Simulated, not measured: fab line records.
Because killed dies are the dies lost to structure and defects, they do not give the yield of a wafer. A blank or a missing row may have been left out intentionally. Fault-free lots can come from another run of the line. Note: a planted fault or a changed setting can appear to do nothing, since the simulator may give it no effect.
One fault seen from 2 desks ; flow sfq_line ; what lay behind the numbers comes last; until then each desk has only its own

FOR THE TOOL OWNER'S DESK: pvd_sputter-03
The tool's own readings at SFQ_TRILAYER_M3_DEP_SPUTTER_073 (material Nb, target thk 200 nm, time 133.3 s): means of the sampled wafers that have a number, for each lot that ran on this tool. Marked OUT: a lot whose mean sits more than 4 standard deviations from the usual mean, which makes it out of limits; the brackets give that distance.
Columns: A = throttle_valve_pct at SFQ_TRILAYER_M3_DEP_SPUTTER_073, usual 30.0 %
lot;first seen here;A
L157;day 37 23:24;30.8
L168;day 41 03:23;29.6
L177;day 49 22:08;29.8
L178;day 50 09:47;29.8
This desk's verdict: no lot among the 4 shows anything out of limits.

AT THE METROLOGY DESK
Means of the sampled wafers that have a number, per lot and without regard to the tool the lot ran on: this is what the gauges read. Marked OUT: a lot whose mean sits more than 4 standard deviations from the usual mean, which makes it out of limits; the brackets give that distance.
Columns: A = I2_OVL at SFQ_I2_OVL_MEAS_918, usual -3 nm; B = M3_NB_RS at SFQ_M3_RS_MEAS_919, usual 0.885 ohm/sq; C = M3_OVL at SFQ_M3_OVL_MEAS_921, usual -4 nm
lot;first seen here;A;B;C
L157;day 37 22:24;-2;0.884;-4
L159;day 38 20:00;-7;0.881;-14
L161;day 39 10:24;-7;0.886;-5
L168;day 41 02:25;-8;0.883;-1
L177;day 49 21:09;-3;0.876;-7
L178;day 50 08:45;-1;0.868;-9
This desk's verdict: no lot among the 6 shows anything out of limits.

TAKEN TOGETHER
The desk of the tool owner found nothing out of limits.
Metrology desk: nothing out of limits seen.

WHAT THE SIMULATOR PUT IN
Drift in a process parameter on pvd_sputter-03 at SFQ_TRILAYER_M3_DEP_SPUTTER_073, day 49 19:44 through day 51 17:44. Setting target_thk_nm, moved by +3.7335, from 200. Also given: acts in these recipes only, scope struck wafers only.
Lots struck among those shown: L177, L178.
